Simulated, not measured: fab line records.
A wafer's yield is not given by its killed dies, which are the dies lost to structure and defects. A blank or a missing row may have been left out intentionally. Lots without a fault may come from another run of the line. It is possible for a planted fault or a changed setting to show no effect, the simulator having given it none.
Matching of chambers || flow gf180mcu || GF_V2_ETCH_16 on rieDiel-01: 4 sister chambers
The step etches BARC in N2/H2. 8 wafers are shown with their chamber, then 8 later ones without.

WAFERS, EACH WITH ITS CHAMBER
{"wafer": "L079.2", "chamber": 2, "drypumpMotorCurrentA (A)": 6.1, "rfFwdPowerW (W)": 490.8}
{"wafer": "L080.4", "chamber": 2, "drypumpMotorCurrentA (A)": 6.1, "rfFwdPowerW (W)": 494.4}
{"wafer": "L087.1", "chamber": 1, "drypumpMotorCurrentA (A)": 6.4, "rfFwdPowerW (W)": 495.7}
{"wafer": "L087.3", "chamber": 3, "drypumpMotorCurrentA (A)": 6.1, "rfFwdPowerW (W)": 496.2}
{"wafer": "L090.1", "chamber": 0, "drypumpMotorCurrentA (A)": 6.3, "rfFwdPowerW (W)": 497.1}
{"wafer": "L090.3", "chamber": 1, "drypumpMotorCurrentA (A)": 6.3, "rfFwdPowerW (W)": 497.5}
{"wafer": "L090.6", "chamber": 3, "drypumpMotorCurrentA (A)": 6.1, "rfFwdPowerW (W)": 498.2}
{"wafer": "L091.1", "chamber": 0, "drypumpMotorCurrentA (A)": 6.4, "rfFwdPowerW (W)": 498.6}

WAFERS WITH NO CHAMBER GIVEN
{"wafer": "L091.2", "drypumpMotorCurrentA (A)": 6.0, "rfFwdPowerW (W)": 496.5}
{"wafer": "L091.4", "drypumpMotorCurrentA (A)": 6.3, "rfFwdPowerW (W)": 495.2}
{"wafer": "L092.1", "drypumpMotorCurrentA (A)": 6.3, "rfFwdPowerW (W)": 500.0}
{"wafer": "L092.2", "drypumpMotorCurrentA (A)": 6.4, "rfFwdPowerW (W)": 495.1}
{"wafer": "L092.4", "drypumpMotorCurrentA (A)": 6.1, "rfFwdPowerW (W)": 493.3}
{"wafer": "L095.2", "drypumpMotorCurrentA (A)": 6.1, "rfFwdPowerW (W)": 490.0}
{"wafer": "L095.4", "drypumpMotorCurrentA (A)": 6.0, "rfFwdPowerW (W)": 497.2}
{"wafer": "L095.6", "drypumpMotorCurrentA (A)": 6.4, "rfFwdPowerW (W)": 493.6}

EACH ONE'S CHAMBER
{"wafer": "L091.2", "from the rows above": "can't be placed: 3 or 2", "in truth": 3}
{"wafer": "L091.4", "from the rows above": "can't be placed: 1 or 0", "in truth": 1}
{"wafer": "L092.1", "from the rows above": "can't be placed: 0 or 1", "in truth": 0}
{"wafer": "L092.2", "from the rows above": "can't be placed: 1 or 0", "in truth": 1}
{"wafer": "L092.4", "from the rows above": "can't be placed: 2 or 3", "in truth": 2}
{"wafer": "L095.2", "from the rows above": 2, "in truth": 2}
{"wafer": "L095.4", "from the rows above": "can't be placed: 3 or 2", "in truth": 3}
{"wafer": "L095.6", "from the rows above": "can't be placed: 1 or 0", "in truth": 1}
Correctly placed: 1 of 8. Not placeable from these rows: 7 (in 7, the candidates include the true chamber). Number placed wrongly: 0.
How it was worked out, from the rows above alone: a wafer's distance from a chamber is the root of the sum, over the readings, of the square of ((its reading less the chamber's mean) divided by the reading's scatter). If the next closest chamber is less than 2 further off than the closest, the wafer can't be placed; otherwise it belongs to the closest. The mean given for a chamber averages the wafers shown for that chamber. The scatter: the root of (the sum of the squares of (reading less its chamber's mean) over the shown wafers, divided by (wafers less chambers)).
